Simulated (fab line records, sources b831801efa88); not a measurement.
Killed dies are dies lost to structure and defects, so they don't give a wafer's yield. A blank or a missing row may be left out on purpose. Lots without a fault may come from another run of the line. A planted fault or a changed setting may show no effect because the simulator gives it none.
fab line records | flow sky130
record lots=13 wafers=39 last_day=50
route steps=708 shown VIA3@594 METAL4@601
lots that met no fault: from a run of the same line without faults
start_h: hours from the record's first day to the start of the lot's first wafer shown | wait_h: hours since the lot's step before | " the same as in the row above | L1.1+2: a row that stands for several wafers | - no value, or no start given | * or withheld: withheld | < > ~ a bound
route shown NAME@n: a module of which the file shows steps, and the number in the route of the first | usual: mean/standard deviation of fault-free wafers | same: alike in all rows | chamber/n: place in a boat | sites: the reading at each site | _std_site: their standard deviation | _edge_site: outer sites' mean less inner sites' | radius_mm: how far each site lies from the wafer's centre | mask NAME#n: copy n | behind: the tool/chamber that last shaped the wafer | hold: why the lot was held/for how many hours/how that ended | device: the transistor (n, p or np) that didn't switch | end of line: the same wafers' tests at the end of the route | a step without rows: its recipe alone | killed: dies lost to structure and defects at the first sort, not the wafer's yield | map: a wafer's dies, x killed, . not, _ none there
set.NAME: the setting as run; set.NAME@STEP: as run at that earlier step | model.NAME: the simulator's own value behind a step, which no gauge read
steps of the route over a sample of lots; a table a step, a row a wafer
services: from which hour (start_h, from the record's first day; less than 0 if before it) a tool's chamber was out of use, for how many hours, and why
## steps
# step SKY_VIA3_CVD_21
# recipe material=W target_thk_nm=390 time_s=117.31 temp_c=400 pressure_torr=40
# usual heater_power_w=861/78
# columns lot.wafer tool chamber start_h wait_h heater_power_w
L558.1 cvd_w-01 1 963.75 0.0 747
L558.4 " 1 " " 735
L558.6 " 1 " " 741
L559.1 cvd_w-01 0 972.81 0.0 882
L559.2 " 1 " " 749
L559.6 " 0 " " 845
L560.1 cvd_w-02 1 977.22 0.0 967
L560.3 " 1 " " 972
L560.5 " 1 " " 955
L561.2 cvd_w-02 1 977.44 0.0 972
L561.5 " 0 " " 849
L561.6 " 1 " " 972
L562.1 cvd_w-02 0 981.21 0.0 828
L562.2 " 1 " " 987
L562.5 " 1 " " 985
L563.2 cvd_w-01 0 990.31 0.0 884
L563.3 " 1 " " 756
L563.5 " 0 " " 876
L564.2 cvd_w-02 1 997.16 0.0 960
L564.4 " 1 " " 979
L564.6 " 1 " " 955
L565.1 cvd_w-01 0 1008.80 0.0 866
L565.2 " 1 " " 751
L565.4 " 0 " " 871
L567.1 cvd_w-02 0 1012.51 0.0 845
L567.4 " 1 " " 973
L567.5 " 0 " " 834
L568.1 cvd_w-02 0 1021.45 0.0 844
L568.3 " 0 " " 845
L568.5 " 0 " " 855
L575.1 cvd_w-01 0 1076.23 0.0 853
L575.4 " 0 " " 894
L575.5 " 1 " " 766
L577.1 cvd_w-01 0 1080.05 0.0 878
L577.4 " 1 " " 752
L577.5 " 1 " " 765
L576.2 cvd_w-01 1 1080.41 0.0 750
L576.5 " 0 " " 879
L576.6 " 1 " " 733
# step SKY_VIA3_THK_MEAS_23
# recipe thk_meas_gauge=xrf reads=W_of_VIA3_CVD_21
# usual VIA3_W_THK=397/5.9
# columns lot.wafer tool chamber start_h wait_h VIA3_W_THK[nm]
L558.1 film_metro-01 - 964.00 0.1 388
L558.4 " - " " 388
L558.6 " - " " 387
L559.1 film_metro-02 - 973.05 0.1 397
L559.2 " - " " 393
L559.6 " - " " 391
L560.1 film_metro-02 - 977.46 0.1 406
L560.3 " - " " 407
L560.5 " - " " 406
L561.2 film_metro-02 - 977.72 0.1 416
L561.5 " - " " 400
L561.6 " - " " 407
L562.1 film_metro-04 - 981.45 0.1 401
L562.2 " - " " 407
L562.5 " - " " 405
L563.2 film_metro-01 - 990.56 0.1 390
L563.3 " - " " 391
L563.5 " - " " 391
L564.2 film_metro-04 - 997.41 0.1 405
L564.4 " - " " 408
L564.6 " - " " 410
L565.1 film_metro-02 - 1009.05 0.1 397
L565.2 " - " " 396
L565.4 " - " " 396
L567.1 film_metro-02 - 1012.75 0.1 395
L567.4 " - " " 404
L567.5 " - " " 396
L568.1 film_metro-04 - 1021.69 0.1 397
L568.3 " - " " 395
L568.5 " - " " 394
L575.1 film_metro-01 - 1076.47 0.1 403
L575.4 " - " " 402
L575.5 " - " " 402
L577.1 film_metro-01 - 1080.30 0.1 401
L577.4 " - " " 403
L577.5 " - " " 393
L576.2 film_metro-02 - 1080.66 0.1 398
L576.5 " - " " 407
L576.6 " - " " 398
# step SKY_METAL4_SPUTTER_03
# recipe material=Ti target_thk_nm=5 power_w=3000 time_s=3.3 chamber_pressure_pa=0.4
# usual cathode_dc_power_W=3000.0/0.52 throttle_valve_pct=29.9/0.97
# columns lot.wafer tool chamber start_h wait_h cathode_dc_power_W throttle_valve_pct
L558.1 pvd_sputter-04 - 964.44 0.0 3000.5 30.9
L558.4 " - " " 3000.3 29.5
L558.6 " - " " 3001.0 30.0
L559.1 pvd_sputter-01 - 973.50 0.0 3001.5 29.9
L559.2 " - " " 2999.7 28.2
L559.6 " - " " 3000.4 29.1
L560.1 pvd_sputter-04 - 977.91 0.0 3000.4 29.9
L560.3 " - " " 3000.2 32.0
L560.5 " - " " 3000.7 30.7
L561.2 pvd_sputter-04 - 978.21 0.0 2999.7 30.8
L561.5 " - " " 2999.8 29.5
L561.6 " - " " 3000.0 31.9
L562.1 pvd_sputter-04 - 981.90 0.0 2999.8 31.8
L562.2 " - " " 2999.7 30.2
L562.5 " - " " 2999.5 30.6
L563.2 pvd_sputter-04 - 991.00 0.0 3000.4 30.3
L563.3 " - " " 2999.3 32.3
L563.5 " - " " 3000.2 29.6
L564.2 pvd_sputter-04 - 997.85 0.0 2921.5 30.0
L564.4 " - " " 2921.7 29.8
L564.6 " - " " 2921.2 30.7
L565.1 pvd_sputter-01 - 1009.49 0.0 3000.4 28.6
L565.2 " - " " 3000.2 29.0
L565.4 " - " " 2999.8 30.1
L567.1 pvd_sputter-01 - 1013.20 0.0 2999.7 30.2
L567.4 " - " " 2998.9 28.8
L567.5 " - " " 2999.6 29.1
L568.1 pvd_sputter-04 - 1022.14 0.0 2921.2 29.7
L568.3 " - " " 2921.2 32.3
L568.5 " - " " 2921.9 30.0
L575.1 pvd_sputter-03 - 1076.92 0.0 2999.7 29.5
L575.4 " - " " 2999.9 29.9
L575.5 " - " " 3000.5 29.3
L577.1 pvd_sputter-04 - 1080.74 0.0 3000.5 31.9
L577.4 " - " " 3000.5 29.9
L577.5 " - " " 3000.1 31.7
L576.2 pvd_sputter-01 - 1081.10 0.0 2999.7 28.5
L576.5 " - " " 3000.1 29.0
L576.6 " - " " 3000.7 28.2
# step SKY_METAL4_OVL_MEAS_14
# usual METAL4_OVL=-2/4.8
# columns lot.wafer tool chamber start_h wait_h METAL4_OVL[nm]
L558.1 overlay-02 - 1011.46 0.1 -3
L558.4 " - " " -5
L558.6 " - " " 1
L559.1 overlay-01 - 1020.54 0.1 -9
L559.2 " - " " -2
L559.6 " - " " -8
L560.1 overlay-01 - 1024.26 0.1 5
L560.3 " - " " 4
L560.5 " - " " 0
L561.2 overlay-02 - 1025.80 0.1 -5
L561.5 " - " " -4
L561.6 " - " " -4
L562.1 overlay-01 - 1029.24 0.1 -9
L562.2 " - " " -4
L562.5 " - " " -2
L563.2 overlay-01 - 1036.67 0.1 -5
L563.3 " - " " -2
L563.5 " - " " 0
L564.2 overlay-02 - 1044.77 0.1 -2
L564.4 " - " " 3
L564.6 " - " " 0
L565.1 overlay-02 - 1055.36 0.1 -5
L565.2 " - " " -11
L565.4 " - " " -10
L567.1 overlay-01 - 1058.46 0.1 3
L567.4 " - " " 5
L567.5 " - " " 2
L568.1 overlay-02 - 1066.54 0.1 -4
L568.3 " - " " -6
L568.5 " - " " -4
L575.1 overlay-01 - 1118.18 0.1 1
L575.4 " - " " 7
L575.5 " - " " -5
L577.1 overlay-01 - 1122.29 0.1 7
L577.4 " - " " 0
L577.5 " - " " 2
L576.2 overlay-01 - 1122.62 0.1 -3
L576.5 " - " " -4
L576.6 " - " " -7
## services
# columns tool chamber start_h hours kind
cvd_w-02 - 961.01 2.8 pm
pvd_sputter-01 - 1022.62 5.0 repair
pvd_sputter-04 - 1076.87 2.5 repair
## key
first_sign step=SKY_METAL4_SPUTTER_03 reading=cathode_dc_power_W direction=down sigmas=99+ usual=3000.0 struck=2921.5
effect none on later readings
met_at SKY_METAL4_SPUTTER_03
struck_lots L564,L568
not_acting_at SKY_VIA3_CVD_21,SKY_VIA3_THK_MEAS_23,SKY_METAL4_OVL_MEAS_14
onset_between 991.00 997.85
fault kind=process_parameter_drift tool=pvd_sputter-04 chamber=- onset_h=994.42 steps=SKY_METAL4_SPUTTER_03 channel=power_w offset=* shape=step end_h=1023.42 acts_in=* stated=*
